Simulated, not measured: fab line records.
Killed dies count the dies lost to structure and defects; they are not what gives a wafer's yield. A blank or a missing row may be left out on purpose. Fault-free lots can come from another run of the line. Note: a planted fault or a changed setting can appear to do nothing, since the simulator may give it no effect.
Problem report, 8D (eight disciplines) form, completed by code -- flow sky130 -- the parts of the form that need people (team, actions taken, sign-off) are left out

1. THE PROBLEM
Mean of cathode-dc-power-W at SKY_CAPM_SPUTTER_02: 6360.2 W across 6 wafers in 2 lots; on wafers with no fault it is 6499.9 W (standard deviation 1.1). So: -99 or more standard deviations from the usual mean.
The step: material TiN, target thk 200 nm, time 166.7 s.
Earliest sighting: wafer L252.2 on pvd-sputter-03 at day 40 16:40. The record holds 30 wafers of 10 lots with a number at this step. The rule behind "out" and "out of limits": a value lying over 4 standard deviations away from the usual mean. The other wafers with a number count as sound.

2. WHAT IT IS, AND WHAT IT ISN'T
question,is,is not
which readings at this step,cathode-dc-power-W,"substrate-temp-c, throttle-valve-pct"
which lots,"L252, L253","L238, L243, L244, L248, L255, L256, L258, L259"
which wafers of those lots,all that have a number,-
read on which tools,pvd-sputter-03,"pvd-sputter-01, pvd-sputter-04"
when,from day 40 16:40,"up to then (12 sound wafers); but 12 sound wafers of L255, L256, L258, L259 came after"

3. THE SUSPECTS, EACH WITH WHAT RULES IT OUT
Counting: a tool stays on the suspect list if, at a process step up to the reading, it processed all lots that are out and no sound lot following the first of them.
- pvd-sputter-03 at SKY_CAPM_SPUTTER_02 (material TiN, target thk 200 nm, time 166.7 s): kept. Every lot that is out went through it, starting with L252 (day 40 16:40), and after that it ran no sound lot; the last sound lot it ran before then is L248 (day 40 02:38). Out on those wafers are its own readings of cathode-dc-power-W.
The count leaves pvd-sputter-03 at SKY_CAPM_SPUTTER_02.

4. THE CAUSE (what the simulator had put in)
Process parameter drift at SKY_CAPM_SPUTTER_02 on pvd-sputter-03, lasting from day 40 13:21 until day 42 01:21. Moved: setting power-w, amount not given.
Counting left only this tool.

5. THE CHAIN OF EFFECTS, in route order
Rows list readings where the struck wafers' mean (over those with a number) sits beyond 3 standard deviations from the usual. Scope: only readings with a usual standard deviation given in the record; hours: median across lots of the time from each lot's start at the first step in this table that gives one to its start at this step; sigmas: change in usual standard deviations.
hours,step,reading,usual,on struck wafers,change,sigmas
0,SKY_CAPM_SPUTTER_02,cathode-dc-power-W,6499.9 W,6360.2,-139.7,-99 or more
The process steps in it:
- SKY_CAPM_SPUTTER_02: material TiN, target thk 200 nm, time 166.7 s.

6. HOW IT WOULD HAVE BEEN CAUGHT EARLIER
3 hours passed between the start of the fault at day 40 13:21 and the first reading out of limits in this record, taken at day 40 16:40.
